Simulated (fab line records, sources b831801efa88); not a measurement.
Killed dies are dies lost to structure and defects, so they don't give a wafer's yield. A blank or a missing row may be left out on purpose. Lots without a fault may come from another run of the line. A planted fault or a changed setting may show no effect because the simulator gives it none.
Split-lot experiment | flow gf180mcu | 5 lots, 23 wafers read, on a route of 602 steps

THE SPLIT
At GF_HV_LDD_DEVELOP_45 (develop time 60 s), the setting develop_time_s was moved away from the recipe's 60 s on 11 of the 23 wafers read, by -13.4% to +13.8%. The other wafers ran this setting at the recipe's value.

The file shows no step between the split and the reading.

THE READING
cd_nm, in nm, at GF_HV_LDD_CD_MEAS_46 (target cd 400 nm). Fault-free wafers of this fab line usually give 400.6 nm, standard deviation 2.6 nm.

wafer  | tool, chamber at the split | develop_time_s as run, s | against the recipe | cd_nm, nm | against lot-mates on the recipe
L076.1 | litho_track-01, 0          | 60                       | recipe             | 399.1     | -
L076.2 | litho_track-01, 0          | 60                       | recipe             | 398.6     | -
L076.3 | litho_track-01, 0          | 51.98                    | -13.4%             | 385.4     | -13.5
L076.4 | litho_track-01, 0          | 51.98                    | -13.4%             | 386.3     | -12.6
L076.5 | litho_track-01, 0          | 51.98                    | -13.4%             | 384.7     | -14.2
L078.2 | litho_track-02, 0          | 65.93                    | +9.9%              | 411.4     | +9.1
L078.3 | litho_track-02, 0          | 65.93                    | +9.9%              | 407.4     | +5.1
L078.4 | litho_track-02, 0          | 65.93                    | +9.9%              | 408.5     | +6.2
L078.5 | litho_track-02, 0          | 60                       | recipe             | 401.2     | -
L078.6 | litho_track-02, 0          | 60                       | recipe             | 403.3     | -
L079.1 | litho_track-01, 0          | 60                       | recipe             | 402.4     | -
L079.4 | litho_track-01, 0          | 60                       | recipe             | 400.9     | -
L079.5 | litho_track-01, 0          | 60                       | recipe             | 401.4     | -
L082.1 | litho_track-01, 0          | 53.15                    | -11.4%             | 392.6     | -9.9
L082.2 | litho_track-01, 0          | 60                       | recipe             | 405.1     | -
L082.3 | litho_track-01, 0          | 60                       | recipe             | 400.7     | -
L082.5 | litho_track-01, 0          | 53.15                    | -11.4%             | 390.2     | -12.3
L082.6 | litho_track-01, 0          | 60                       | recipe             | 401.6     | -
L084.1 | litho_track-02, 0          | 60                       | recipe             | 398.7     | -
L084.2 | litho_track-02, 0          | 68.28                    | +13.8%             | 411.9     | +11.9
L084.4 | litho_track-02, 0          | 60                       | recipe             | 401.2     | -
L084.5 | litho_track-02, 0          | 68.28                    | +13.8%             | 409.1     | +9.2
L084.6 | litho_track-02, 0          | 68.28                    | +13.8%             | 411.8     | +11.9

THE FIT
A straight line over all 23 wafers: cd_nm changes by +0.903 nm for each +1% of develop_time_s; r = +0.96; the points scatter about the line by 2.2 nm.
The same after taking each lot's own level away (the mean of its wafers on the recipe; 23 wafers): +0.875 nm for each +1%; r = +0.98; scatter 1.5 nm.
On that fit, the largest move of develop_time_s shifts the reading by 12 nm.
The lots' own levels span 398.85 to 402.47 nm, that is 1.4 times the standard deviation above.
So the lot-to-lot level changes the slope little: the two slopes agree.
Check: with one of the wafers moved furthest among these (+13.8%) left out of the fit, the line predicts +11.3 nm for it against its lot-mates. It came out at +11.9 nm against them.

OTHER SPLITS ON THESE WAFERS
These wafers also went through other splits before the reading. Each is held against what the fit with the lots' levels taken away leaves over:
other split on the same wafers   | wafers away from the commonest value | r with cd_nm (lot level and that fit taken away)
GF_HV_LDD_IMPLANT_09 energy_kev  | 4                                    | +0.03
GF_HV_LDD_STRIP_22 platen_temp_c | 11                                   | -0.15
GF_HV_LDD_COAT_41 resist_thk_nm  | 5                                    | -0.55

THE FILE'S OWN FIT
cd_nm changes by +0.878 nm for each +1% of develop_time_s, r = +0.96.
